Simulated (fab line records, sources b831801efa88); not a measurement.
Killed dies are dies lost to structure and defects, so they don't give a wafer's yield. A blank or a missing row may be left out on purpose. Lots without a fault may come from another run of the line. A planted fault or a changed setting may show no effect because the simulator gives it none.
Chamber matching | flow gf180mcu | GF_POLY_GATE_ETCH_12 on rie_diel-04: 4 sister chambers
The step etches BARC in N2/H2. 14 wafers are shown with their chamber, then 7 later ones without.

WAFERS WITH THEIR CHAMBER
wafer  | chamber | drypump_motor_current_A (A) | oes_product_au (a.u.) | throttle_valve_pct (%)
L074.2 | 0       | 6.5                         | 0.740                 | 13.218
L074.5 | 0       | 6.6                         | 0.742                 | 13.212
L074.6 | 3       | 5.9                         | 0.735                 | 13.208
L075.3 | 0       | 6.5                         | 0.745                 | 13.218
L075.4 | 2       | 5.0                         | 0.744                 | 13.208
L075.5 | 2       | 5.0                         | 0.748                 | 13.223
L082.3 | 3       | 5.8                         | 0.731                 | 13.225
L082.4 | 3       | 5.8                         | 0.739                 | 13.211
L082.5 | 1       | 5.4                         | 0.735                 | 13.217
L085.3 | 1       | 5.4                         | 0.741                 | 13.216
L085.4 | 3       | 5.8                         | 0.739                 | 13.231
L085.5 | 0       | 6.5                         | 0.741                 | 13.229
L087.3 | 2       | 5.0                         | 0.729                 | 13.225
L087.4 | 0       | 6.6                         | 0.734                 | 13.206

SIGNATURES (means of the wafers above)
reading                 | chamber 0 | chamber 1 | chamber 2 | chamber 3 | scatter within a chamber
drypump_motor_current_A | 6.540     | 5.400     | 5.000     | 5.825     | 0.0442
oes_product_au          | 0.74040   | 0.73800   | 0.74033   | 0.73600   | 0.00573
throttle_valve_pct      | 13.21660  | 13.21650  | 13.21867  | 13.21875  | 0.00911
Rule: a wafer's distance from a chamber is the root of the sum, over the readings, of the square of ((its reading less the chamber's mean) divided by the reading's scatter). The wafer belongs to the nearest chamber; if the next one is less than 2 further off, it can't be placed. The scatter: the root of (the sum of the squares of (reading less its chamber's mean) over the shown wafers, divided by (wafers less chambers)).

WAFERS WITHOUT THEIR CHAMBER
wafer  | drypump_motor_current_A (A) | oes_product_au (a.u.) | throttle_valve_pct (%)
L087.5 | 6.6                         | 0.738                 | 13.223
L088.1 | 5.4                         | 0.736                 | 13.217
L088.2 | 6.6                         | 0.727                 | 13.216
L088.6 | 5.4                         | 0.744                 | 13.200
L097.2 | 5.0                         | 0.744                 | 13.224
L097.5 | 6.6                         | 0.739                 | 13.208
L097.6 | 5.4                         | 0.729                 | 13.210

WHICH CHAMBER EACH WENT THROUGH
wafer  | from the rows above | in truth
L087.5 | 0                   | 0
L088.1 | 1                   | 1
L088.2 | 0                   | 0
L088.6 | 1                   | 1
L097.2 | 2                   | 2
L097.5 | 0                   | 0
L097.6 | 1                   | 1
Placed correctly: 7 of 7. Can't be placed from these rows: 0. Placed wrongly: 0.
